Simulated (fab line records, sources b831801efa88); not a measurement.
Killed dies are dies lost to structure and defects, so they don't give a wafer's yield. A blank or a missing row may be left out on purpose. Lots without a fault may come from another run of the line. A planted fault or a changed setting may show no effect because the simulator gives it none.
Problem report in the 8D (eight disciplines) form, filled by code | flow sky130 | the parts of the form that need people (team, actions taken, sign-off) are left out

1. THE PROBLEM
VIA1_HDPCVD_THK at SKY_VIA1_THK_MEAS_01 reads a mean of 876 nm on 6 wafers of 2 lots; wafers without a fault read 1030 nm with a standard deviation of 12. That is -13 standard deviations from the usual mean.
First seen on wafer L770.3, day 36 13:24, on film_metro-01. The record holds 36 wafers of 12 lots with a number at this step. Rule for "out", or "out of limits": more than 4 standard deviations from the usual mean. The other wafers with a number count as sound.

2. WHAT IT IS AND WHAT IT IS NOT
question                    | is                           | is not
which readings at this step | VIA1_HDPCVD_THK              | -
which lots                  | L770, L772                   | L760, L761, L762, L763, L764, L769, L775, L777, L779, L783
which wafers of those lots  | all that have a number       | -
read on which gauges        | film_metro-01, film_metro-03 | film_metro-04
when                        | from day 36 13:24            | up to then (18 sound wafers); but 12 sound wafers of L775, L777, L779, L783 came after

3. SUSPECTS, AND WHAT RULES EACH OUT
Counting: a tool at a process step up to the reading stays a suspect if it ran every lot that is out and no sound lot after the first of them.
- the gauge at SKY_VIA1_THK_MEAS_01: ruled out. The wafers that are out were read on 2 gauges (film_metro-01, film_metro-03).
- hdpcvd-02 at SKY_VIA1_HDPCVD_00 (deposits SiO2, target thk 1030 nm, time 171.7 s): ruled out as a lasting fault. Sound lots L783 ran on it after its first lot that is out, L770 (day 36 13:16).
Left after counting: nothing in the record.

4. THE CAUSE (what the simulator had put in)
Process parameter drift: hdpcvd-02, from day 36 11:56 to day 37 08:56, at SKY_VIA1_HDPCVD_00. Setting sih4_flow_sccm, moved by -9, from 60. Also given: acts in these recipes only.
Counting ruled it out, wrongly: the rule takes a fault to strike every lot that its tool runs from its start on, and this one did not.

5. THE CHAIN OF EFFECTS, in route order
Each row: a reading whose mean over the struck wafers that have a number lies more than 3 standard deviations from the usual. Only readings for which the record gives a usual standard deviation are gone through. hours: the time from each lot's start at the first step in this table that gives one to its start at this step, as a median over the lots. sigmas: the change in usual standard deviations.
hours | step                 | reading         | usual      | on struck wafers | change | sigmas
0     | SKY_VIA1_HDPCVD_00   | sih4_flow_sccm  | 59.97 sccm | 50.95            | -9.02  | -45
0     | SKY_VIA1_THK_MEAS_01 | VIA1_HDPCVD_THK | 1030 nm    | 876              | -154   | -13
The process steps in it:
- SKY_VIA1_HDPCVD_00: deposits SiO2, target thk 1030 nm, time 171.7 s.
Later measuring or inspecting steps at which every struck wafer that the step has a row for has a number for every such reading, and none has moved that far: SKY_VIA1_OVL_MEAS_13.

6. WHAT WOULD HAVE CAUGHT IT SOONER
In this record the first reading out of limits at a measuring or inspecting step was taken at day 36 13:24, 1 hour after the fault began at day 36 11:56.
The tool's own readings at SKY_VIA1_HDPCVD_00 were out on every struck wafer that the step has a row for (sih4_flow_sccm): an alarm limit on them would have fired on the first of those.
